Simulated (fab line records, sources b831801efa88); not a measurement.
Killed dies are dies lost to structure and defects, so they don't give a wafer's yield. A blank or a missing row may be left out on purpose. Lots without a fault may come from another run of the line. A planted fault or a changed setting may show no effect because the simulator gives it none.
Chamber matching | flow gf180mcu | GF_STI_CMP_25 on cmp-02: 4 sister chambers
The step polishes, stops on Si3N4, t overpolish 33 s, target thk 524.6 nm. 18 wafers are shown with their chamber, then 9 later ones without.

WAFERS WITH THEIR CHAMBER
wafer  | chamber | motor_current_A (A) | time_to_endpoint_s (s) | overpolish_run_s (s)
L236.1 | 1       | 13.2                | 119                    | 33.004
L236.5 | 2       | 12.1                | 122                    | 32.989
L236.6 | 1       | 13.7                | 127                    | 33.008
L241.4 | 3       | 11.9                | 121                    | 32.992
L241.5 | 3       | 12.7                | 119                    | 32.995
L241.6 | 0       | 11.5                | 120                    | 33.005
L244.1 | 2       | 11.9                | 134                    | 33.000
L244.3 | 3       | 12.2                | 124                    | 32.993
L244.5 | 3       | 12.8                | 122                    | 33.014
L253.2 | 2       | 11.9                | 123                    | 32.998
L253.4 | 1       | 14.2                | 123                    | 33.008
L253.6 | 1       | 13.8                | 126                    | 32.997
L254.1 | 1       | 13.1                | 132                    | 33.007
L254.3 | 0       | 11.6                | 118                    | 33.004
L254.6 | 0       | 12.4                | 112                    | 32.998
L255.4 | 2       | 11.7                | 127                    | 32.985
L255.5 | 2       | 11.3                | 127                    | 32.988
L255.6 | 1       | 13.8                | 122                    | 33.013

SIGNATURES (means of the wafers above)
reading            | chamber 0 | chamber 1 | chamber 2 | chamber 3 | scatter within a chamber
motor_current_A    | 11.833    | 13.633    | 11.780    | 12.400    | 0.401
time_to_endpoint_s | 116.67    | 124.83    | 126.60    | 121.50    | 4.14
overpolish_run_s   | 33.00233  | 33.00617  | 32.99200  | 32.99850  | 0.00692
Rule: a wafer's distance from a chamber is the root of the sum, over the readings, of the square of ((its reading less the chamber's mean) divided by the reading's scatter). The wafer belongs to the nearest chamber; if the next one is less than 2 further off, it can't be placed. The scatter: the root of (the sum of the squares of (reading less its chamber's mean) over the shown wafers, divided by (wafers less chambers)).

WAFERS WITHOUT THEIR CHAMBER
wafer  | motor_current_A (A) | time_to_endpoint_s (s) | overpolish_run_s (s)
L256.1 | 12.1                | 124                    | 33.003
L256.2 | 13.1                | 121                    | 33.001
L256.3 | 12.6                | 120                    | 33.003
L257.2 | 12.1                | 127                    | 33.002
L257.3 | 11.5                | 112                    | 33.000
L257.4 | 12.3                | 117                    | 32.998
L258.2 | 11.4                | 127                    | 33.008
L258.4 | 13.4                | 127                    | 33.010
L258.6 | 10.9                | 116                    | 32.988

WHICH CHAMBER EACH WENT THROUGH
wafer  | from the rows above          | in truth
L256.1 | can't be placed: 3 or 2 or 0 | 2
L256.2 | can't be placed: 1 or 3 or 0 | 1
L256.3 | can't be placed: 3 or 0 or 1 | 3
L257.2 | can't be placed: 3 or 2 or 0 | 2
L257.3 | can't be placed: 0 or 3      | 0
L257.4 | can't be placed: 3 or 0 or 2 | 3
L258.2 | can't be placed: 2 or 0 or 3 | 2
L258.4 | 1                            | 1
L258.6 | can't be placed: 0 or 2 or 3 | 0
Placed correctly: 1 of 9. Can't be placed from these rows: 8 (the true chamber is among the candidates in 8). Placed wrongly: 0.
